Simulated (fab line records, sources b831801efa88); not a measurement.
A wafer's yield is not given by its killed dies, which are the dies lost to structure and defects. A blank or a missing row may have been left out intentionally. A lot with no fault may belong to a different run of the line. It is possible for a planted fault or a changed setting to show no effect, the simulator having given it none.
Code-filled problem report in 8D (eight disciplines) form || flow gf180mcu || the parts of the form that need people (team, actions taken, sign-off) are left out

== 1. THE ISSUE ==
Mean NSD_RS at GF_PSD_RS_MEAS_14: 47.24 ohm/sq over 3 wafers in 3 lots; fault-free wafers: 46.14 ohm/sq, standard deviation 0.077. That is +14 standard deviations from the usual mean.
The step: measures by four-point-probe.
The first sign was on wafer L381.3 at day 20 19:11, on film-metro-04. The record has a number at this step for 39 wafers belonging to 14 lots. The rule behind "out" and "out of limits": a value lying over 4 standard deviations away from the usual mean. The rest of the wafers with a number are treated as sound.

== 2. WHAT IT IS, AND WHAT IT ISN'T ==
{"question": "which readings at this step", "is": "NSD_RS", "is not": "-"}
{"question": "which lots", "is": "L381, L382, L383", "is not": "L363, L364, L365, L366, L367, L368, L370, L372, L373, L374, L380"}
{"question": "which wafers of those lots", "is": "L381.3, L382.4, L383.3", "is not": "L381.6, L382.5, L383.6"}
{"question": "read on which gauges", "is": "film-metro-01, film-metro-02, film-metro-04", "is not": "-"}
{"question": "when", "is": "from day 20 19:11", "is not": "up to then (34 sound wafers); but 2 sound wafers of L382, L383 came after"}

== 3. THE SUSPECTS, EACH WITH WHAT RULES IT OUT ==
Counting: a tool at a process step up to the reading stays a suspect if it ran every lot that is out. Sound lots after the first of them don't rule it out here, since some wafers of a struck lot are sound.
- the gauge at GF_PSD_RS_MEAS_14: ruled out. 3 gauges (film-metro-01, film-metro-02, film-metro-04) read the wafers that are out.
- implanter-01 at GF_NSD_IMPLANT_10: kept. Ran every lot that is out, first one L381 (day 19 17:52); last sound lot up to then L380 (day 19 06:56). Its own beam-on-s, faraday-current-uA readings are out on those wafers.
Remaining after the count: implanter-01 at GF_NSD_IMPLANT_10.

== 4. THE CAUSE (what the simulator had put in) ==
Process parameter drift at GF_NSD_IMPLANT_10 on implanter-01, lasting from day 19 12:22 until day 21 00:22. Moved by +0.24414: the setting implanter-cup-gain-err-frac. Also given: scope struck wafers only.
After counting, this tool was the only one left.

== 5. SEQUENCE OF EFFECTS, ordered by route ==
Rows list readings where the struck wafers' mean (over those with a number) sits beyond 3 standard deviations from the usual. Only readings for which the record gives a usual standard deviation are gone through. hours: the time from each lot's start at the first step in this table that gives one to its start at this step, as a median over the lots. sigmas: the change in usual standard deviations.
{"hours": 0, "step": "GF_NSD_IMPLANT_10", "reading": "beam-on-s", "usual": "9.99 s", "on struck wafers": 7.92, "change": -2.07, "sigmas": -9.8}
{"hours": 0, "step": "GF_NSD_IMPLANT_10", "reading": "faraday-current-uA", "usual": 2790, "on struck wafers": 3509, "change": "+719", "sigmas": "+12"}
{"hours": 25, "step": "GF_PSD_RS_MEAS_14", "reading": "NSD_RS", "usual": "46.14 ohm/sq", "on struck wafers": 47.24, "change": "+1.10", "sigmas": "+14"}
Its process steps:
- GF_NSD_IMPLANT_10
Later steps that measure or inspect, where all struck wafers having a row at the step show a number for every such reading and not one has moved that far: GF_V1_THK_MEAS_01.

== 6. WHAT WOULD HAVE CAUGHT IT SOONER ==
31 hours passed between the start of the fault at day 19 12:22 and the first reading out of limits at a measuring or inspecting step in this record, taken at day 20 19:11.
At GF_NSD_IMPLANT_10, the tool's own readings (beam-on-s, faraday-current-uA) were out on each struck wafer the step has a row for, so an alarm limit on them would have fired on the first such wafer.
All the lots that are out (3) had begun GF_NSD_IMPLANT_10 on implanter-01 by day 20 19:11. A hold on the tool at that time would have spared none of them.
